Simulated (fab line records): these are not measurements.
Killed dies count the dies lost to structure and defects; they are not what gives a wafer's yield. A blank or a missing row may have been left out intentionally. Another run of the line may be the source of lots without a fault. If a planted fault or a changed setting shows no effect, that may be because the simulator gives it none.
Which tool was responsible? / flow gf180mcu / 6 lots with 18 wafers sampled at 3 steps, on a route of 602 steps

== WHAT THE GAUGES READ, wafer by wafer ==
GF_MVPSD_TW_MEAS_11.
lot=L222; measured=day 5 06:01; on=film-metro-01; MVPSD_TW=562 560 561
lot=L226; measured=day 6 06:10; on=film-metro-01; MVPSD_TW=568 568 565
lot=L230; measured=day 7 06:40; on=film-metro-01; MVPSD_TW=563 563 563
lot=L232; measured=day 7 20:13; on=film-metro-04; MVPSD_TW=551 551 550
lot=L236; measured=day 8 18:10; on=film-metro-04; MVPSD_TW=549 551 552
lot=L242; measured=day 10 06:28; on=film-metro-04; MVPSD_TW=361 361 358

== WHICH TOOL RAN EACH LOT (tool, then ch and the chambers of the sampled wafers, then the start) ==
lot=L222; GF_NWELL_STRIP_10=plasma-asher-01 ch 0,1, day 3 13:02; GF_MVPSD_IMPLANT_08=implanter-04 ch 0, day 5 05:37
lot=L226; GF_NWELL_STRIP_10=plasma-asher-04 ch 0,1, day 4 10:40; GF_MVPSD_IMPLANT_08=implanter-01 ch 0, day 6 05:47
lot=L230; GF_NWELL_STRIP_10=plasma-asher-03 ch 0,1, day 5 08:58; GF_MVPSD_IMPLANT_08=implanter-04 ch 0, day 7 06:16
lot=L232; GF_NWELL_STRIP_10=plasma-asher-04 ch 0,1, day 5 21:28; GF_MVPSD_IMPLANT_08=implanter-01 ch 0, day 7 19:50
lot=L236; GF_NWELL_STRIP_10=plasma-asher-04 ch 0,1, day 6 17:19; GF_MVPSD_IMPLANT_08=implanter-01 ch 0, day 8 17:46
lot=L242; GF_NWELL_STRIP_10=plasma-asher-03 ch 0,1, day 8 02:40; GF_MVPSD_IMPLANT_08=implanter-01 ch 0, day 10 06:04
- GF_NWELL_STRIP_10: strips in O2/N2.
- GF_MVPSD_IMPLANT_08

== THE ANSWER, worked out from the rows above alone ==
Rule: what is usual is taken from the lots themselves. The widest of any qualifying gaps counts: lots, ordered by their means at a reading, are off when they make up no more than a third of the lots, leave a main group of 4 or more, and stand apart from it by 3 or more times the standard deviation of that group's means. A main group is skipped when, at the precision printed for the reading in the tables above, its means are all equal. A lot without any number at a reading at which 4 lots or more have one is off too. All remaining lots with rows at the step are treated as sound.
Off: L242, at GF_MVPSD_TW_MEAS_11 (MVPSD_TW). The main group has a mean of 558 with a standard deviation of 6.7.
If a tool, at a process step before that reading, ran all the lots that are off and no sound lot after the first of them, it fits. Gauges at GF_MVPSD_TW_MEAS_11: tried the same way as those tools. Can't be told from this: 3 tools fit, plasma-asher-03 at GF_NWELL_STRIP_10, implanter-01 at GF_MVPSD_IMPLANT_08, film-metro-04 at GF_MVPSD_TW_MEAS_11.

== WHAT THE SIMULATOR HAD INSERTED ==
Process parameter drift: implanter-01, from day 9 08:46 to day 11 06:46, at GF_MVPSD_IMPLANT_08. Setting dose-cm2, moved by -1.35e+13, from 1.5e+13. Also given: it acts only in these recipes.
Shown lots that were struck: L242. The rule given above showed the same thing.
